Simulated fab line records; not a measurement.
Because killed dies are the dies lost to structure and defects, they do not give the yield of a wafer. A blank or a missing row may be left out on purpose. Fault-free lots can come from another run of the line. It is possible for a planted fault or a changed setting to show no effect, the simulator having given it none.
Which tool did it? | flow sky130 | Sampling: 11 lots, 33 wafers, 5 of 708 route steps

WHAT THE GAUGES SHOWED, per wafer
SKY_LDD_N_TW_MEAS_17. Usual: LDD_N_TW gives 2587 (standard deviation 17).
lot  | measured     | on            | LDD_N_TW       | flag
L536 | day 18 03:35 | film-metro-01 | 2600 2610 2607 |
L537 | day 19 05:18 | film-metro-01 | 2612 2597 2600 |
L540 | day 20 00:54 | film-metro-02 | 2590 2592 2597 |
L542 | day 21 14:31 | film-metro-03 | 2568 2577 2577 |
L544 | day 21 19:29 | film-metro-01 | 2597 2607 2602 |
L546 | day 23 06:07 | film-metro-02 | 2578 2570 2588 |
L549 | day 23 14:25 | film-metro-02 | 2589 2581 2596 |
L550 | day 23 17:52 | film-metro-01 | 2594 2605 2601 |
L552 | day 24 04:10 | film-metro-01 | 2604 2614 2615 |
L553 | day 24 21:32 | film-metro-02 | 2576 2572 2584 |
L554 | day 24 22:39 | film-metro-02 | 2587 2572 2571 |

SKY_LDD_P_CD_MEAS_07 targets a cd of 380 nm. Usual: 379.6 nm for cd-nm, sd 2.
lot  | measured     | on        | cd-nm (nm)        | flag
L536 | day 19 09:50 | cd-sem-01 | 381.4 380.5 378.1 |
L537 | day 20 12:28 | cd-sem-02 | 376.8 380.2 378.4 |
L540 | day 21 07:10 | cd-sem-01 | 365.9 364.9 362.9 | OFF
L542 | day 22 20:53 | cd-sem-02 | 366.7 369.5 367.8 | OFF
L544 | day 23 02:04 | cd-sem-01 | 370.2 372.6 371.4 | OFF
L546 | day 24 12:07 | cd-sem-02 | 380.1 380.3 381.7 |
L549 | day 24 19:55 | cd-sem-02 | 378.2 376.8 377.3 |
L550 | day 24 23:16 | cd-sem-02 | 379.9 378.7 379.2 |
L552 | day 25 09:53 | cd-sem-02 | 386.0 384.4 380.4 |
L553 | day 26 01:56 | cd-sem-01 | 378.7 378.8 380.6 |
L554 | day 26 03:44 | cd-sem-02 | 384.0 382.5 380.7 |

TOOL THAT RAN EACH LOT (tool first, then ch and the chambers of the sampled wafers, then the start)
lot  | SKY_RES_PROTECT_STRIP_07             | SKY_POLY_GATE_ETCH_15              | SKY_LDD_P_EXPOSE_04
L536 | plasma-asher-04 ch 0,1, day 15 10:59 | rie-diel-02 ch 0,1, day 16 17:51   | iline-stepper-01 ch 0, day 18 18:09
L537 | plasma-asher-02 ch 0,1, day 15 23:43 | rie-diel-03 ch 0,2,3, day 17 17:26 | iline-stepper-01 ch 0, day 19 21:04
L540 | plasma-asher-04 ch 0,1, day 17 02:59 | rie-diel-02 ch 1,3, day 18 14:42   | iline-stepper-01 ch 0, day 20 16:13
L542 | plasma-asher-04 ch 0,1, day 18 17:48 | rie-diel-02 ch 1,3, day 20 03:36   | iline-stepper-01 ch 0, day 22 06:10
L544 | plasma-asher-01 ch 1, day 18 19:34   | rie-diel-03 ch 2,3, day 20 08:41   | iline-stepper-01 ch 0, day 22 10:40
L546 | plasma-asher-02 ch 0,1, day 20 10:01 | rie-diel-04 ch 0,1,2, day 21 19:53 | iline-stepper-02 ch 0, day 23 20:56
L549 | plasma-asher-02 ch 0,1, day 20 21:08 | rie-diel-03 ch 1,3, day 22 05:35   | iline-stepper-02 ch 0, day 24 05:28
L550 | plasma-asher-02 ch 0,1, day 20 22:50 | rie-diel-03 ch 0,1, day 22 07:20   | iline-stepper-02 ch 0, day 24 08:58
L552 | plasma-asher-01 ch 0,1, day 21 09:43 | rie-diel-03 ch 1,3, day 22 18:11   | iline-stepper-02 ch 0, day 24 19:23
L553 | plasma-asher-04 ch 0,1, day 22 03:49 | rie-diel-04 ch 0,1,3, day 23 12:33 | iline-stepper-02 ch 0, day 25 11:44
L554 | plasma-asher-04 ch 0,1, day 22 04:47 | rie-diel-04 ch 1,3, day 23 13:54   | iline-stepper-02 ch 0, day 25 13:47
- SKY_RES_PROTECT_STRIP_07: strips in O2/N2.
- SKY_POLY_GATE_ETCH_15: etches BARC in N2/H2, stops on SiO2, time 118.5 s, target depth 110 nm.
- SKY_LDD_P_EXPOSE_04: exposes mask PSDM, target cd 380 nm.

AS READ BY THE TOOLS THEMSELVES (means over the sampled wafers that have a number; for cases with no such wafer, the mark the record gives instead)
SKY_RES_PROTECT_STRIP_07. Usual: drypump-motor-current-A 5.5 A, standard deviation 0.56; o2-flow-sccm 3000 sccm, standard deviation 9.4; oes-product-au 0.518 a.u., standard deviation 0.0047; strip-time-to-endpoint-s 23.30 s, standard deviation 0.045.
lot  | tool            | drypump-motor-current-A (A) | o2-flow-sccm (sccm) | oes-product-au (a.u.) | strip-time-to-endpoint-s (s) | flag
L536 | plasma-asher-04 | 4.9                         | 3004                | 0.518                 | 23.32                        |
L537 | plasma-asher-02 | 5.9                         | 2996                | 0.520                 | 23.34                        |
L540 | plasma-asher-04 | 4.8                         | 3006                | 0.522                 | 23.34                        |
L542 | plasma-asher-04 | 4.8                         | 3016                | 0.519                 | 23.26                        |
L544 | plasma-asher-01 | 6.1                         | 2997                | 0.520                 | 23.35                        |
L546 | plasma-asher-02 | 5.9                         | 3003                | 0.512                 | 23.28                        |
L549 | plasma-asher-02 | 5.9                         | 2985                | 0.513                 | 23.30                        |
L550 | plasma-asher-02 | 6.1                         | 2990                | 0.515                 | 23.32                        |
L552 | plasma-asher-01 | 5.8                         | 2993                | 0.523                 | 23.26                        |
L553 | plasma-asher-04 | 4.8                         | 3011                | 0.517                 | 23.29                        |
L554 | plasma-asher-04 | 4.9                         | 3001                | 0.517                 | 23.33                        |

SKY_POLY_GATE_ETCH_15. Usual: drypump-motor-current-A 5.6 A, standard deviation 0.51; oes-product-au 0.719 a.u., standard deviation 0.0043; throttle-valve-pct 13.213 %, standard deviation 0.0091.
lot  | tool        | drypump-motor-current-A (A) | oes-product-au (a.u.) | throttle-valve-pct (%) | flag
L536 | rie-diel-02 | 5.6                         | 0.722                 | 13.206                 |
L537 | rie-diel-03 | 5.5                         | 0.718                 | 13.212                 |
L540 | rie-diel-02 | 5.7                         | 0.719                 | 13.220                 |
L542 | rie-diel-02 | 5.3                         | 0.725                 | 13.216                 |
L544 | rie-diel-03 | 5.4                         | 0.718                 | 13.223                 |
L546 | rie-diel-04 | 5.7                         | 0.720                 | 13.214                 |
L549 | rie-diel-03 | 5.7                         | 0.720                 | 13.207                 |
L550 | rie-diel-03 | 5.5                         | 0.718                 | 13.214                 |
L552 | rie-diel-03 | 5.5                         | 0.717                 | 13.213                 |
L553 | rie-diel-04 | 5.6                         | 0.722                 | 13.208                 |
L554 | rie-diel-04 | 6.1                         | 0.722                 | 13.209                 |

SKY_LDD_P_EXPOSE_04. Usual: exposure-dose-mJ-cm2 139.79, standard deviation 0.14; stage-vel-mm-s 499.94 mm/s, standard deviation 0.24.
lot  | tool             | exposure-dose-mJ-cm2 | stage-vel-mm-s (mm/s) | flag
L536 | iline-stepper-01 | 139.72               | 499.74                |
L537 | iline-stepper-01 | 139.74               | 499.78                |
L540 | iline-stepper-01 | 133.60               | 499.72                | OFF
L542 | iline-stepper-01 | 135.04               | 500.04                | OFF
L544 | iline-stepper-01 | 134.86               | 500.28                | OFF
L546 | iline-stepper-02 | 139.90               | 500.15                |
L549 | iline-stepper-02 | 139.76               | 499.82                |
L550 | iline-stepper-02 | 139.92               | 499.84                |
L552 | iline-stepper-02 | 139.53               | 500.24                |
L553 | iline-stepper-02 | 139.98               | 499.71                |
L554 | iline-stepper-02 | 139.82               | 500.36                |

THE ANSWER, worked out from the rows above alone
Rule: lot off if the mean of its wafers having a number is beyond 3 standard deviations from the usual mean. A lot without any number at a reading at which 4 lots or more have one is off too. Any other lot the step has rows for is counted as sound. After the gauges, taken in route order, come the tools' own readings; for these a lot's mean is taken, as printed above. The first step at which some lot is off is used, and at that step the reading that is off furthest; a lot without a number counts as furthest.
Off: L540, L542, L544 (SKY_LDD_P_CD_MEAS_07, cd-nm).
If a tool, at a process step before that reading, ran all the lots that are off and no sound lot after the first of them, it fits. Not tried: the gauges at SKY_LDD_P_CD_MEAS_07; whatever is off there is also off at SKY_LDD_P_EXPOSE_04, on other tools, and gauge error can't account for it. One fits: SKY_LDD_P_EXPOSE_04 on iline-stepper-01. Its last sound lot is L537 (day 19 21:04), its first lot that is off L540 (day 20 16:13): a fault that began between those two fits.
On the lots that are off, the tool's own readings at SKY_LDD_P_EXPOSE_04 differ by more than 5 times the standard deviation of the sound lots' means, which bears it out; exposure-dose-mJ-cm2 reads 134.50 there versus 139.80 on the sound lots.

WHAT WAS PUT IN BY THE SIMULATOR
Process parameters drifting: iline-stepper-01 at SKY_LDD_P_EXPOSE_04, beginning at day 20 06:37. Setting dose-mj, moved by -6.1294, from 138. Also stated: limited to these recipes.
Lots struck among those shown: L540, L542, L544. The rule above found the same.
